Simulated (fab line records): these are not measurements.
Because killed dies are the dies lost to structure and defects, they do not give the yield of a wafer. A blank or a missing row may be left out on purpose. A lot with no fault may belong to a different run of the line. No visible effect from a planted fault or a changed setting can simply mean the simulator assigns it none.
The tool behind it: which one? | flow gf180mcu | 39 wafers from 13 lots sampled at 5 of the route's 602 steps

== WHAT THE GAUGES SHOWED, per wafer ==
GF_POLY_GATE_THK_MEAS_01. Usual: for POLY_GATE_CVD_00_THK the level is 199.8 nm and the standard deviation is 1.9.
lot  | measured     | on           | POLY_GATE_CVD_00_THK (nm)           | flag
L353 | day 8 18:35  | filmMetro-02 | 200.3 199.1 199.2                   | 
L355 | day 9 00:22  | filmMetro-02 | 200.3 201.3 201.4                   | 
L354 | day 9 02:32  | filmMetro-03 | 200.8 199.8 199.4                   | 
L356 | day 9 06:29  | filmMetro-03 | 201.4 200.6 202.5                   | 
L358 | day 9 23:54  | filmMetro-03 | 198.5 199.5 199.4                   | 
L359 | day 10 07:32 | filmMetro-02 | 199.5 198.6 199.2                   | 
L360 | day 10 10:58 | filmMetro-02 | 199.4 199.8 200.4                   | 
L364 | day 11 15:53 | filmMetro-03 | 285.0 285.2 286.0 284.7 285.0 285.7 | OFF
L365 | day 11 21:41 | filmMetro-03 | 287.0 288.7 287.7 287.0 288.7 287.9 | OFF
L368 | day 12 23:06 | filmMetro-02 | 202.0 203.1 202.9                   | 
L373 | day 14 08:49 | filmMetro-03 | 199.7 200.1 200.2                   | 
L374 | day 14 11:47 | filmMetro-03 | 197.9 199.8 197.4                   | 
L376 | day 15 05:02 | filmMetro-02 | 201.7 200.2 200.8                   | 

GF_POLY_GATE_THK_MEAS_17. Usual: for POLY_GATE_OXIDATION_THK the level is 4.04 nm and the standard deviation is 0.087.
lot  | measured     | on           | POLY_GATE_OXIDATION_THK (nm) | flag
L353 | day 9 14:08  | filmMetro-04 | 3.94 4.00 4.02               | 
L355 | day 9 19:24  | filmMetro-03 | 4.02 4.02 4.03               | 
L354 | day 9 22:17  | filmMetro-03 | 3.94 4.06 3.91               | 
L356 | day 10 01:46 | filmMetro-03 | 3.93 3.86 3.83               | 
L358 | day 10 18:56 | filmMetro-03 | 3.97 4.04 3.97               | 
L359 | day 11 03:52 | filmMetro-03 | 4.02 4.04 4.09               | 
L360 | day 11 07:47 | filmMetro-03 | 4.05 4.01 4.04               | 
L368 | day 13 22:08 | filmMetro-02 | 4.11 4.05 4.09               | 
L373 | day 15 07:59 | filmMetro-02 | 3.91 3.95 3.79               | 
L374 | day 15 10:20 | filmMetro-02 | 4.02 4.04 4.01               | 
L376 | day 16 04:35 | filmMetro-03 | 4.09 4.08 4.03               | 

GF_HV_LDD_CD_MEAS_07: target cd 400 nm. Usual: cdNm 399.6 nm, standard deviation 2.3.
lot  | measured     | on       | cdNm (nm)         | flag
L353 | day 10 07:08 | cdSem-02 | 399.9 399.9 397.1 | 
L355 | day 10 12:49 | cdSem-01 | 398.2 398.7 398.0 | 
L354 | day 10 16:10 | cdSem-01 | 400.3 401.5 400.7 | 
L356 | day 10 19:44 | cdSem-02 | 398.5 399.3 399.0 | 
L358 | day 11 13:37 | cdSem-01 | 397.5 400.1 399.3 | 
L359 | day 11 22:53 | cdSem-01 | 402.2 402.6 401.8 | 
L360 | day 12 02:06 | cdSem-02 | 396.9 398.9 398.7 | 
L368 | day 14 19:37 | cdSem-02 | 400.3 398.0 398.7 | 
L373 | day 16 06:10 | cdSem-02 | 397.3 396.3 397.1 | 
L374 | day 16 08:25 | cdSem-01 | 405.4 403.3 403.0 | 
L376 | day 17 04:56 | cdSem-01 | 398.4 397.4 397.6 | 

== WHICH TOOL RAN EACH LOT (tool, then ch and the chambers of the sampled wafers, then the start) ==
lot  | GF_MVSD_STRIP_10                   | GF_POLY_GATE_CVD_00
L353 | plasmaAsher-02 ch 0,1, day 4 16:42 | lpcvd-01 ch 0, day 8 17:14
L355 | plasmaAsher-02 ch 0,1, day 4 22:55 | lpcvd-02 ch 1, day 8 23:02
L354 | plasmaAsher-01 ch 0,1, day 4 23:42 | lpcvd-02 ch 1, day 9 01:13
L356 | plasmaAsher-02 ch 0,1, day 5 04:27 | lpcvd-02 ch 1, day 9 05:08
L358 | plasmaAsher-01 ch 0,1, day 5 18:15 | lpcvd-02 ch 0, day 9 21:54
L359 | plasmaAsher-01 ch 0,1, day 5 20:34 | lpcvd-01 ch 0, day 10 05:32
L360 | plasmaAsher-02 ch 0,1, day 6 02:35 | lpcvd-02 ch 1, day 10 08:57
L364 | plasmaAsher-02 ch 0,1, day 7 03:33 | lpcvd-02 ch 1, day 11 14:33
L365 | plasmaAsher-02 ch 1, day 7 07:04   | lpcvd-02 ch 0, day 11 20:21
L368 | plasmaAsher-04 ch 0,1, day 8 04:19 | lpcvd-01 ch 0, day 12 21:46
L373 | plasmaAsher-02 ch 0,1, day 9 08:06 | lpcvd-02 ch 0, day 14 07:29
L374 | plasmaAsher-02 ch 0, day 9 11:52   | lpcvd-01 ch 1, day 14 10:26
L376 | plasmaAsher-04 ch 0, day 10 01:03  | lpcvd-02 ch 0, day 15 03:41
- GF_MVSD_STRIP_10: strips in O2/N2.
- GF_POLY_GATE_CVD_00: deposits poly-Si, target thk 200 nm, time 1200 s.

== AS READ BY THE TOOLS THEMSELVES (means over the sampled wafers that have a number; for cases with no such wafer, the mark the record gives instead) ==
GF_MVSD_STRIP_10. Usual: drypumpMotorCurrentA 5.9 A, standard deviation 0.69; heaterPowerW 324 W, standard deviation 24; oesProductAu 0.722 a.u., standard deviation 0.0045; stripTimeToEndpointS 36.87 s, standard deviation 0.082.
lot  | tool           | drypumpMotorCurrentA (A) | heaterPowerW (W) | oesProductAu (a.u.) | stripTimeToEndpointS (s) | flag
L353 | plasmaAsher-02 | 5.9                      | 304              | 0.721               | 36.93                    | 
L355 | plasmaAsher-02 | 6.2                      | 314              | 0.725               | 36.87                    | 
L354 | plasmaAsher-01 | 6.1                      | 353              | 0.721               | 36.94                    | 
L356 | plasmaAsher-02 | 6.2                      | 311              | 0.725               | 36.97                    | 
L358 | plasmaAsher-01 | 5.6                      | 327              | 0.725               | 36.92                    | 
L359 | plasmaAsher-01 | 6.1                      | 355              | 0.724               | 36.93                    | 
L360 | plasmaAsher-02 | 6.2                      | 313              | 0.718               | 36.81                    | 
L364 | plasmaAsher-02 | 6.1                      | 310              | 0.720               | 36.99                    | 
L365 | plasmaAsher-02 | 6.4                      | 307              | 0.723               | 36.90                    | 
L368 | plasmaAsher-04 | 5.5                      | 328              | 0.721               | 36.84                    | 
L373 | plasmaAsher-02 | 5.9                      | 309              | 0.718               | 36.90                    | 
L374 | plasmaAsher-02 | 5.6                      | 316              | 0.721               | 36.85                    | 
L376 | plasmaAsher-04 | 4.9                      | 322              | 0.720               | 36.82                    | 

GF_POLY_GATE_CVD_00. Usual: spikeTcLowerC 620.2 C, standard deviation 1.4; susceptorTempC 620.04 C, standard deviation 0.27.
lot  | tool     | spikeTcLowerC (C) | susceptorTempC (C) | flag
L353 | lpcvd-01 | 619.5             | 619.88             | 
L355 | lpcvd-02 | 620.5             | 619.59             | 
L354 | lpcvd-02 | 619.3             | 620.26             | 
L356 | lpcvd-02 | 620.2             | 620.12             | 
L358 | lpcvd-02 | 620.6             | 620.12             | 
L359 | lpcvd-01 | 619.6             | 620.00             | 
L360 | lpcvd-02 | 620.0             | 620.11             | 
L364 | lpcvd-02 | 619.2             | 619.82             | 
L365 | lpcvd-02 | 621.5             | 619.85             | 
L368 | lpcvd-01 | 620.2             | 619.84             | 
L373 | lpcvd-02 | 622.3             | 620.21             | 
L374 | lpcvd-01 | 621.1             | 620.05             | 
L376 | lpcvd-02 | 621.2             | 620.17             | 

== THE ANSWER, worked out from the rows above alone ==
Rule: a lot is off if the mean of its wafers that have a number lies more than 3 standard deviations from the usual mean. A lot without any number at a reading at which 4 lots or more have one is off too. All remaining lots with rows at the step are treated as sound. The gauges are gone through in route order, then the tools' own readings, and for those a lot's mean is taken as printed above. The first step at which some lot is off is used, and at that step the reading that is off furthest; a lot without a number counts as furthest.
Off: at GF_POLY_GATE_THK_MEAS_01 (POLY_GATE_CVD_00_THK), L364, L365.
If a tool, at a process step before that reading, ran all the lots that are off and no sound lot after the first of them, it fits. Those tools and the gauges at GF_POLY_GATE_THK_MEAS_01 are tried in the same way. None of those tried fits.

== WHAT THE SIMULATOR HAD PUT IN ==
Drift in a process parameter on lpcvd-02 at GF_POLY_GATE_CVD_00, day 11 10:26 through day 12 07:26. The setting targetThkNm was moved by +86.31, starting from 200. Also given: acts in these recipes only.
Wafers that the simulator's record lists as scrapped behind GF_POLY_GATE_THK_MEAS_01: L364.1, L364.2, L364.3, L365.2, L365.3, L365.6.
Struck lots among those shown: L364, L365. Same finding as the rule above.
